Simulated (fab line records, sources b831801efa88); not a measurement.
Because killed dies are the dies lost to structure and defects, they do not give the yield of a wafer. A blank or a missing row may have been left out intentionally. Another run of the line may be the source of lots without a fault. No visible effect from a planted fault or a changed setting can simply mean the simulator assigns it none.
Matching of chambers || flow sky130 || SKY_PASSIVATION_CVD_02 on pecvd-01 has 3 sister chambers
The step deposits Si3N4, target thk 540 nm. 6 wafers are shown with their chamber, then 7 later ones without.

WAFERS WITH THEIR CHAMBER
{"wafer": "L075.5", "chamber": 2, "heater-power-outer-w (W)": 442, "heater-power-w (W)": 745}
{"wafer": "L082.1", "chamber": 2, "heater-power-outer-w (W)": 404, "heater-power-w (W)": 734}
{"wafer": "L082.2", "chamber": 1, "heater-power-outer-w (W)": 462, "heater-power-w (W)": 773}
{"wafer": "L082.4", "chamber": 0, "heater-power-outer-w (W)": 332, "heater-power-w (W)": 595}
{"wafer": "L086.2", "chamber": 0, "heater-power-outer-w (W)": 351, "heater-power-w (W)": 604}
{"wafer": "L086.3", "chamber": 1, "heater-power-outer-w (W)": 441, "heater-power-w (W)": 727}

WAFERS MISSING THEIR CHAMBER
{"wafer": "L086.6", "heater-power-outer-w (W)": 368, "heater-power-w (W)": 636}
{"wafer": "L088.1", "heater-power-outer-w (W)": 322, "heater-power-w (W)": 573}
{"wafer": "L088.2", "heater-power-outer-w (W)": 465, "heater-power-w (W)": 746}
{"wafer": "L088.3", "heater-power-outer-w (W)": 409, "heater-power-w (W)": 739}
{"wafer": "L094.1", "heater-power-outer-w (W)": 381, "heater-power-w (W)": 674}
{"wafer": "L094.4", "heater-power-outer-w (W)": 330, "heater-power-w (W)": 619}
{"wafer": "L094.5", "heater-power-outer-w (W)": 390, "heater-power-w (W)": 705}

THE CHAMBER EACH PASSED THROUGH
{"wafer": "L086.6", "from the rows above": 0, "in truth": 0}
{"wafer": "L088.1", "from the rows above": 0, "in truth": 0}
{"wafer": "L088.2", "from the rows above": "can't be placed: 1 or 2", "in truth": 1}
{"wafer": "L088.3", "from the rows above": "can't be placed: 2 or 1", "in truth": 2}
{"wafer": "L094.1", "from the rows above": "can't be placed: 2 or 0 or 1", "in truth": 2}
{"wafer": "L094.4", "from the rows above": 0, "in truth": 0}
{"wafer": "L094.5", "from the rows above": "can't be placed: 2 or 1", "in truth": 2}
3 of 7 placed correctly. Unplaceable from these rows: 4, with the true chamber sitting among the candidates in 4. Wrongly placed: 0.
How it was worked out, from the rows above alone: a wafer's distance from a chamber is the root of the sum, over the readings, of the square of ((its reading less the chamber's mean) divided by the reading's scatter). The wafer belongs to the nearest chamber; if the next one is less than 2 further off, it can't be placed. The mean given for a chamber averages the wafers shown for that chamber. The scatter: the root of (the sum of the squares of (reading less its chamber's mean) over the shown wafers, divided by (wafers less chambers)).
